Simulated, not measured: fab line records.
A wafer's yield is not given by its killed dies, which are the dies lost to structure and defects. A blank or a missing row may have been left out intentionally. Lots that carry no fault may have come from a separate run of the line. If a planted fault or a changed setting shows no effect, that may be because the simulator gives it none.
Which tool was responsible? + flow gf180mcu + 14 lots with 42 wafers sampled at 4 steps, on a route of 602 steps

== WHAT EACH GAUGE READ, for each wafer ==
GF_HV_LDD_CD_MEAS_19 targets a cd of 400 nm. Usual: cd-nm reads 399.5 nm (standard deviation 2.2).
| lot  | measured     | on        | cd-nm (nm)        | flag |
|------|--------------|-----------|-------------------|------|
| L124 | day 10 21:20 | cd-sem-02 | 396.0 399.3 398.5 |      |
| L125 | day 11 02:33 | cd-sem-01 | 399.4 397.8 399.4 |      |
| L126 | day 11 13:25 | cd-sem-01 | 399.6 400.2 400.5 |      |
| L128 | day 12 03:23 | cd-sem-01 | 398.8 398.0 399.4 |      |
| L130 | day 12 13:56 | cd-sem-02 | 401.5 402.4 401.9 |      |
| L133 | day 13 22:28 | cd-sem-02 | 402.4 402.9 400.7 |      |
| L139 | day 15 17:15 | cd-sem-01 | 396.5 397.0 395.6 |      |
| L140 | day 15 20:45 | cd-sem-01 | 396.7 397.1 397.9 |      |
| L141 | day 16 06:22 | cd-sem-02 | 399.7 399.1 398.7 |      |
| L142 | day 16 12:49 | cd-sem-01 | 401.5 399.0 401.2 |      |
| L144 | day 16 23:52 | cd-sem-02 | 396.1 397.5 397.0 |      |
| L145 | day 17 04:49 | cd-sem-01 | 399.6 401.7 399.9 |      |
| L146 | day 17 13:23 | cd-sem-02 | 398.3 402.0 401.0 |      |
| L147 | day 18 00:25 | cd-sem-01 | 400.1 400.9 401.1 |      |

GF_PASSIVATION_BOW_MEAS_14. Usual: PASSIVATION_BOW 136 um, standard deviation 9.7.
| lot  | measured     | on            | PASSIVATION_BOW (um) | flag |
|------|--------------|---------------|----------------------|------|
| L124 | day 29 02:44 | film-metro-03 | 130 134 130          |      |
| L125 | day 29 07:16 | film-metro-03 | 144 142 154          |      |
| L126 | day 29 17:07 | film-metro-04 | 117 126 131          |      |
| L128 | day 30 08:11 | film-metro-03 | 146 151 137          |      |
| L130 | day 30 19:44 | film-metro-03 | 139 142 131          |      |
| L133 | day 32 01:33 | film-metro-04 | 113 117 116          |      |
| L139 | day 33 07:46 | film-metro-03 | 147 143 145          |      |
| L140 | day 33 10:56 | film-metro-03 | 158 135 144          |      |
| L141 | day 33 19:47 | film-metro-03 | 142 148 142          |      |
| L142 | day 33 21:50 | film-metro-03 | 144 131 122          |      |
| L144 | day 34 05:36 | film-metro-01 | 145 145 138          |      |
| L145 | day 34 11:36 | film-metro-04 | 134 131 127          |      |
| L146 | day 34 15:43 | film-metro-04 | 140 141 134          |      |
| L147 | day 35 00:55 | film-metro-01 | 134 133 139          |      |

== WHAT TOOL EACH LOT RAN ON (gives the tool, then ch and the chambers of the sampled wafers, and finally the start) ==
| lot  | GF_CONTACT_CMP_27             | GF_V4_STRIP_18                       |
|------|-------------------------------|--------------------------------------|
| L124 | cmp-02 ch 2,3, day 16 05:19   | plasma-asher-03 ch 0,1, day 24 12:07 |
| L125 | cmp-02 ch 1,2,3, day 16 10:13 | plasma-asher-03 ch 0, day 24 17:16   |
| L126 | cmp-02 ch 0,1,2, day 17 00:28 | plasma-asher-01 ch 0,1, day 25 05:47 |
| L128 | cmp-02 ch 1,2,3, day 17 16:30 | plasma-asher-03 ch 0,1, day 25 21:58 |
| L130 | cmp-02 ch 0,1,3, day 18 06:20 | plasma-asher-01 ch 0,1, day 26 10:28 |
| L133 | cmp-01 ch 0,2,3, day 20 00:28 | plasma-asher-01 ch 0,1, day 27 21:41 |
| L139 | cmp-01 ch 0,1,3, day 21 21:12 | plasma-asher-04 ch 0,1, day 29 08:10 |
| L140 | cmp-02 ch 1,3, day 22 02:04   | plasma-asher-04 ch 0,1, day 29 13:15 |
| L141 | cmp-01 ch 2,3, day 22 12:34   | plasma-asher-03 ch 0,1, day 29 22:01 |
| L142 | cmp-02 ch 0,2,3, day 22 17:06 | plasma-asher-01 ch 0,1, day 30 01:05 |
| L144 | cmp-01 ch 0,1,3, day 23 05:47 | plasma-asher-03 ch 0,1, day 30 11:52 |
| L145 | cmp-02 ch 0,1,3, day 23 10:21 | plasma-asher-03 ch 0,1, day 30 16:49 |
| L146 | cmp-02 ch 0,1, day 23 19:07   | plasma-asher-01 ch 0,1, day 30 23:06 |
| L147 | cmp-01 ch 0,1,3, day 24 06:29 | plasma-asher-04 ch 0,1, day 31 09:06 |
- GF_CONTACT_CMP_27: polishes, stops on SiO2, t overpolish 15 s, target thk 0 nm.
- GF_V4_STRIP_18: strips in O2/N2.

== WHAT THE TOOLS THEMSELVES READ (means of the sampled wafers that have a number; where no wafer has one, the mark that the record gives instead) ==
GF_CONTACT_CMP_27. Usual: head-pressure-psi 3.500 psi, standard deviation 0.0079; motor-current-A 11.2 A, standard deviation 0.94; overpolish-run-s 15.000 s, standard deviation 0.01; time-to-endpoint-s 72 s, standard deviation 3.1.
| lot  | tool   | head-pressure-psi (psi) | motor-current-A (A) | overpolish-run-s (s) | time-to-endpoint-s (s) | flag |
|------|--------|-------------------------|---------------------|----------------------|------------------------|------|
| L124 | cmp-02 | 3.497                   | 11.8                | 14.997               | 71                     |      |
| L125 | cmp-02 | 3.499                   | 11.3                | 14.995               | 72                     |      |
| L126 | cmp-02 | 3.501                   | 11.4                | 15.001               | 72                     |      |
| L128 | cmp-02 | 3.802                   | 12.2                | 15.000               | 64                     | OFF  |
| L130 | cmp-02 | 3.799                   | 12.5                | 14.995               | 65                     | OFF  |
| L133 | cmp-01 | 3.505                   | 10.3                | 15.015               | 76                     |      |
| L139 | cmp-01 | 3.497                   | 10.8                | 14.998               | 70                     |      |
| L140 | cmp-02 | 3.501                   | 11.9                | 15.000               | 74                     |      |
| L141 | cmp-01 | 3.499                   | 10.7                | 15.000               | 73                     |      |
| L142 | cmp-02 | 3.505                   | 11.7                | 14.997               | 75                     |      |
| L144 | cmp-01 | 3.500                   | 10.6                | 15.009               | 75                     |      |
| L145 | cmp-02 | 3.497                   | 11.9                | 15.006               | 72                     |      |
| L146 | cmp-02 | 3.507                   | 11.9                | 14.995               | 70                     |      |
| L147 | cmp-01 | 3.498                   | 10.5                | 15.004               | 70                     |      |

GF_V4_STRIP_18. Usual: drypump-motor-current-A 5.7 A, standard deviation 0.65; heater-power-w 325 W, standard deviation 27; oes-product-au 0.593 a.u., standard deviation 0.0048; platen-temp-c 250.00 C, standard deviation 0.19.
| lot  | tool            | drypump-motor-current-A (A) | heater-power-w (W) | oes-product-au (a.u.) | platen-temp-c (C) | flag |
|------|-----------------|-----------------------------|--------------------|-----------------------|-------------------|------|
| L124 | plasma-asher-03 | 5.9                         | 330                | 0.596                 | 250.02            |      |
| L125 | plasma-asher-03 | 4.8                         | 365                | 0.593                 | 249.72            |      |
| L126 | plasma-asher-01 | 6.0                         | 294                | 0.595                 | 250.10            |      |
| L128 | plasma-asher-03 | 5.9                         | 329                | 0.595                 | 250.04            |      |
| L130 | plasma-asher-01 | 6.1                         | 293                | 0.599                 | 249.94            |      |
| L133 | plasma-asher-01 | 5.8                         | 313                | 0.591                 | 249.92            |      |
| L139 | plasma-asher-04 | 5.5                         | 324                | 0.591                 | 250.08            |      |
| L140 | plasma-asher-04 | 5.5                         | 321                | 0.592                 | 249.87            |      |
| L141 | plasma-asher-03 | 5.9                         | 326                | 0.588                 | 250.05            |      |
| L142 | plasma-asher-01 | 5.8                         | 309                | 0.590                 | 249.97            |      |
| L144 | plasma-asher-03 | 5.9                         | 329                | 0.589                 | 249.97            |      |
| L145 | plasma-asher-03 | 5.9                         | 328                | 0.597                 | 249.98            |      |
| L146 | plasma-asher-01 | 6.1                         | 297                | 0.593                 | 249.95            |      |
| L147 | plasma-asher-04 | 5.5                         | 330                | 0.592                 | 249.82            |      |

== THE ANSWER, worked out from the rows above alone ==
Rule: lot off if the mean of its wafers having a number is beyond 3 standard deviations from the usual mean. A lot without any number at a reading at which 4 lots or more have one is off too. Any other lot the step has rows for is counted as sound. The gauges are gone through in route order, then the tools' own readings, and for those a lot's mean is taken as printed above. The first step at which some lot is off is used, and at that step the reading that is off furthest; a lot without a number counts as furthest.
Off: L128, L130, at GF_CONTACT_CMP_27 (head-pressure-psi).
A tool fits if, at that step or a process step before it, it ran every lot that is off, and no sound lot after the first of them. Not one of the candidates tried fits.

== WHAT THE SIMULATOR HAD INSERTED ==
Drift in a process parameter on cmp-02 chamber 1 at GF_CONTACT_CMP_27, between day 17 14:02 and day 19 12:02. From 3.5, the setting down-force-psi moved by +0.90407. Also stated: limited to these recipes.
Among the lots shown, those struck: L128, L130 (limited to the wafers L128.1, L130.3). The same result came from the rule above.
